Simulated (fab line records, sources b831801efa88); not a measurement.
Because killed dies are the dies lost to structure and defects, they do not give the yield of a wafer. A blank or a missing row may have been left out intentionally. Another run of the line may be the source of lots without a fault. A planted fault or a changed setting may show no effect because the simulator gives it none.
A struck lot beside a sound one / flow sky130 / 18 steps out of a route of 708
Sound: wafers L672.1, L672.3, L672.5. The struck wafers were L683.2, L683.5, L683.6. At the end, the cause is stated.
For every step that has rows: the tool of each side, followed by ch and its chambers, followed by its first start. Under that, the readings that differ: sound wafers / struck wafers / difference of the means / sigmas: that difference in standard deviations of wafers without a fault.
alike: readings with means less than 2 such deviations apart, plus words and numbers identical on both sides. not compared: withheld readings, readings lacking a value on some wafer, bounds such as >300 that could conceal the same value, and numbers that have no deviation in the record and whose values overlap.
The two part at a step that has a row with sigmas, a row that says differs or no value, or rows on one side only. Numbers that don't overlap but have no deviation are shown without sigmas and don't part them. Lack of a reading on every wafer of one side parts them only where that side has two or more wafers.

first, 3 steps without rows for these wafers: SKY_SONOS_ONO_WET_ETCH_18 (etches Si3N4 in H3PO4, target depth 15 nm, time 172 s); SKY_GATE_OXIDE_CLEAN_00 (cleans in SC1/SC2, time 150 s); SKY_GATE_OXIDE_OXIDATION_01 (stabilise 600 s, purge 300 s, target thk 10.268 nm).
SKY_GATE_OXIDE_THK_MEAS_02:
  sound on film_metro-04 at day 13 13:35; struck on film_metro-04 at day 17 12:44
  alike: GATE_OXIDE_OXIDATION_00_THK
then, 7 steps without rows for these wafers: SKY_GATE_OXIDE_DEHYDRATE_03 (time 60 s); SKY_GATE_OXIDE_HMDS_04 (prime time 60 s); SKY_GATE_OXIDE_COAT_05 (resist thk 1140 nm); SKY_GATE_OXIDE_SOFTBAKE_06 (time 60 s); SKY_GATE_OXIDE_EXPOSE_07 (exposes mask LVOM, target cd 600 nm); SKY_GATE_OXIDE_PEB_08; SKY_GATE_OXIDE_DEVELOP_09 (develop time 60 s).
SKY_GATE_OXIDE_OVL_MEAS_10:
  sound on overlay-02 at day 14 15:41; struck on overlay-02 at day 18 18:02
  alike: GATE_OXIDE_OVL
SKY_GATE_OXIDE_IMPLANT_11:
  sound on implanter-02 ch 0, day 14 15:43; struck on implanter-04 ch 0, day 18 18:05
reading=dose_ions_cm2; sound=2.6017e+12 2.596e+12 2.5954e+12; struck=4.2853e+12 4.2837e+12 4.2889e+12; difference=+1.6883e+12; sigmas=+99 or more
reading=faraday_current_uA; sound=14.87 14.16 14.98; struck=24.07 23.73 24.34; difference=+9.38; sigmas=+32
  alike: beam_energy_keV
then, 1 step without rows for these wafers: SKY_GATE_OXIDE_WET_ETCH_12 (etches SiO2 in dHF, target depth 16.8 nm, time 336 s).
SKY_GATE_OXIDE_STRIP_13: strips in O2/N2.
  sound on plasma_asher-01 ch 0, day 14 15:59; struck on plasma_asher-03 ch 0,1, day 18 18:19
  alike: drypump_motor_current_A, n2_flow_sccm, oes_product_au, strip_time_to_endpoint_s
  not compared: rf_hours_counter_h
SKY_GATE_OXIDE_TW_MEAS_14:
  sound on film_metro-02 at day 14 16:05; struck on film_metro-02 at day 18 18:26
reading=GATE_OXIDE_TW; sound=224.7 223.7 224.2; struck=258.9 258.6 258.6; difference=+34.5; sigmas=+15
then, 1 step without rows for these wafers: SKY_GATE_OXIDE_CLEAN_15 (cleans in SC1/SC2, time 150 s).
-- the record jumps here: 31 days lie between the struck wafers' starts before and after (it left off in module GATE_OXIDE and takes up again in module PAD_OPEN, whose first step shown is number 708 of the route) --
SKY_PAD_OPEN_PROBE_99:
  record: rows for the struck wafers here (prober-01, day 49 17:53), none for the sound ones

## WHERE THEY PART
Earliest at SKY_GATE_OXIDE_IMPLANT_11; latest, in this record, at SKY_PAD_OPEN_PROBE_99.

WHY: the cause the simulator had injected
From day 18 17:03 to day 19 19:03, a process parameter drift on implanter-04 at SKY_GATE_OXIDE_IMPLANT_11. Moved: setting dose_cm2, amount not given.
